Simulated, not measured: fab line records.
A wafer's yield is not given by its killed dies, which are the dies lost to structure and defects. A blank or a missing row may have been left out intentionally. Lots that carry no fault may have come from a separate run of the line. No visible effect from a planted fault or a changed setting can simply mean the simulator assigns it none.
Split-lot study -- flow sky130 -- 23 wafers read across 5 lots, on a route 708 steps long

== THE SPLIT ITSELF ==
At SKY_FIELD_ISO_WET_ETCH_28 (etches SiO2 in dHF, target depth 23.7 nm, time 47 s), the setting timeS was moved away from the recipe's 47 s on 15 of the 23 wafers read, by -9.8% to +14.4%. All remaining wafers had this setting at the recipe value.

The reading comes from the split's own step.

== THE READING ==
SiO2_of_FIELD_ISO_CVD_24.thkNm (the simulator's own value, which no gauge read), in nm, at SKY_FIELD_ISO_WET_ETCH_28 (etches SiO2 in dHF, target depth 23.7 nm, time 47 s). The file gives no usual value for it. The 8 wafers here that ran the recipe average 435.3 nm, standard deviation 1.1 nm.

wafer,"tool, chamber at the split","timeS as run, s",against the recipe,"SiO2_of_FIELD_ISO_CVD_24.thkNm, nm",against lot-mates on the recipe
L077.1,"-, -",53.76,+14.4%,431.8,no lot-mate on the recipe
L077.2,"-, -",53.76,+14.4%,432,no lot-mate on the recipe
L077.4,"-, -",53.76,+14.4%,432.8,no lot-mate on the recipe
L077.5,"-, -",53.76,+14.4%,432.6,no lot-mate on the recipe
L077.6,"-, -",53.76,+14.4%,431.1,no lot-mate on the recipe
L078.1,"-, -",47,recipe,436.7,-
L078.2,"-, -",47,recipe,435.3,-
L078.3,"-, -",47,recipe,433.4,-
L078.4,"-, -",47,recipe,436.4,-
L078.5,"-, -",47,recipe,434.9,-
L081.1,"wetBench-03, 2",47,recipe,435.3,-
L081.4,"wetBench-03, 2",47,recipe,436.5,-
L081.5,"wetBench-03, 2",47,recipe,433.9,-
L082.2,"-, -",51.92,+10.5%,431.7,no lot-mate on the recipe
L082.3,"-, -",51.92,+10.5%,429.9,no lot-mate on the recipe
L082.4,"-, -",51.92,+10.5%,429.5,no lot-mate on the recipe
L082.5,"-, -",51.92,+10.5%,431,no lot-mate on the recipe
L082.6,"-, -",51.92,+10.5%,431.5,no lot-mate on the recipe
L085.1,"-, -",42.39,-9.8%,436.8,no lot-mate on the recipe
L085.2,"-, -",42.39,-9.8%,438.3,no lot-mate on the recipe
L085.3,"-, -",42.39,-9.8%,437.3,no lot-mate on the recipe
L085.4,"-, -",42.39,-9.8%,437.3,no lot-mate on the recipe
L085.5,"-, -",42.39,-9.8%,437.2,no lot-mate on the recipe

THE FIT
A straight line over all 23 wafers: SiO2_of_FIELD_ISO_CVD_24.thkNm changes by -0.265 nm for each +1% of timeS; r = -0.89; the points scatter about the line by 1.3 nm.
Too few moved wafers with a lot-mate on the recipe to fit a line net of each lot's own level.

== FILE'S OWN FIT ==
SiO2_of_FIELD_ISO_CVD_24.thkNm changes by -0.265 nm for each +1% of timeS, r = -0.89.
